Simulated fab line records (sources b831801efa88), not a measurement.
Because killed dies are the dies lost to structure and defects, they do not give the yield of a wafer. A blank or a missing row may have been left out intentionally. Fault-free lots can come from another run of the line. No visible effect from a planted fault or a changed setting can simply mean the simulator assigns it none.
8D (eight disciplines) problem report, filled in by code	flow sfqLine	the parts of the form that need people (team, actions taken, sign-off) are left out

## 1. THE PROBLEM
tubeCenterTempC at SFQ_TRILAYER_INCOMING_OXIDATION_002 reads a mean of 1052 C on 6 wafers of 2 lots; wafers without a fault read 1000 C with a standard deviation of 0.088. So: +99 or more standard deviations from the usual mean.
The step: target thk 500 nm, ox time 4939 s.
First seen on wafer L341.1, day 3 17:07, on furnace-02. The record has a number at this step for 42 wafers belonging to 14 lots. By rule, "out" or "out of limits" means more than 4 standard deviations away from the usual mean. The rest of the wafers with a number are treated as sound.

## 2. WHAT IT IS; WHAT IT IS NOT
question	is	is not
which readings at this step	tubeCenterTempC, spikeTcBottomC, spikeTcCentreC, spikeTcLowerC, spikeTcTopC, spikeTcUpperC, tube_center_temp_C_max, zonePowerCentrePct, zonePowerLowerPct	-
which lots	L341, L343	L330, L331, L332, L333, L334, L335, L344, L346, L347, L349, L351, L352
which wafers of those lots	all that have a number	-
read on which tools	furnace-02	furnace-01
when	from day 3 17:07	up to then (18 sound wafers); but 18 sound wafers of L344, L346, L347, L349, L351, L352 came after

## 3. WHAT RULES OUT EACH SUSPECT
Counting: any tool at a process step up to the reading is kept as a suspect provided that every lot that is out went through it and no sound lot did after the first of them.
- furnace-02 at SFQ_TRILAYER_INCOMING_OXIDATION_002 (target thk 500 nm, ox time 4939 s): kept. All lots that are out passed through it, beginning with L341 at day 3 17:07, and no sound lot followed; its final sound lot before that point was L335 at day 2 11:07. Its own readings are out on those wafers: spikeTcBottomC, spikeTcCentreC, spikeTcLowerC, spikeTcTopC, spikeTcUpperC, tubeCenterTempC, tube_center_temp_C_max, zonePowerCentrePct, zonePowerLowerPct.
The count leaves furnace-02 at SFQ_TRILAYER_INCOMING_OXIDATION_002.

## 4. THE CAUSE (what the simulator had put in)
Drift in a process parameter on furnace-02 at SFQ_TRILAYER_INCOMING_OXIDATION_002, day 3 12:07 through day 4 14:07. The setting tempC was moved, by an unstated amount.
Only this tool survived the counting.

## 5. THE EFFECT CHAIN, in route order
Each row: a reading where the mean over the struck wafers with a number is more than 3 standard deviations away from the usual. Only readings whose record carries a usual standard deviation are examined. hours: median over the lots of the time between each lot's start at the first step of this table that gives one and its start at this step. sigmas: the change, counted in usual standard deviations.
hours	step	reading	usual	on struck wafers	change	sigmas
0	SFQ_TRILAYER_INCOMING_OXIDATION_002	spikeTcBottomC	1018 C	1066	+48	+12
0	SFQ_TRILAYER_INCOMING_OXIDATION_002	spikeTcCentreC	1001.4 C	1053.5	+52.1	+47
0	SFQ_TRILAYER_INCOMING_OXIDATION_002	spikeTcLowerC	1001.0 C	1053.1	+52.1	+52
0	SFQ_TRILAYER_INCOMING_OXIDATION_002	spikeTcTopC	1016.3 C	1065.3	+49.0	+17
0	SFQ_TRILAYER_INCOMING_OXIDATION_002	spikeTcUpperC	1001.1 C	1053.6	+52.5	+53
0	SFQ_TRILAYER_INCOMING_OXIDATION_002	tubeCenterTempC	1000 C	1052	+52	+99 or more
0	SFQ_TRILAYER_INCOMING_OXIDATION_002	tube_center_temp_C_max	1002.6	1054.4	+51.8	+99 or more
0	SFQ_TRILAYER_INCOMING_OXIDATION_002	zonePowerBottomPct	31.5 %	37.3	+5.8	+4.5
0	SFQ_TRILAYER_INCOMING_OXIDATION_002	zonePowerCentrePct	23.8 %	26.4	+2.6	+4.6
0	SFQ_TRILAYER_INCOMING_OXIDATION_002	zonePowerLowerPct	22.5 %	25.2	+2.7	+7.5
0	SFQ_TRILAYER_INCOMING_OXIDATION_002	zonePowerUpperPct	22.3 %	26.2	+3.9	+4.4
Process steps it contains:
- SFQ_TRILAYER_INCOMING_OXIDATION_002: target thk 500 nm, ox time 4939 s.
At these later measuring or inspecting steps, every struck wafer for which the step has a row has a number for every such reading, and none has moved that far: SFQ_R5_RS_MEAS_933.

## 6. WHAT WOULD HAVE CAUGHT IT SOONER
In this record the first reading out of limits was taken at day 3 17:07, 5 hours after the fault began at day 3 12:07.
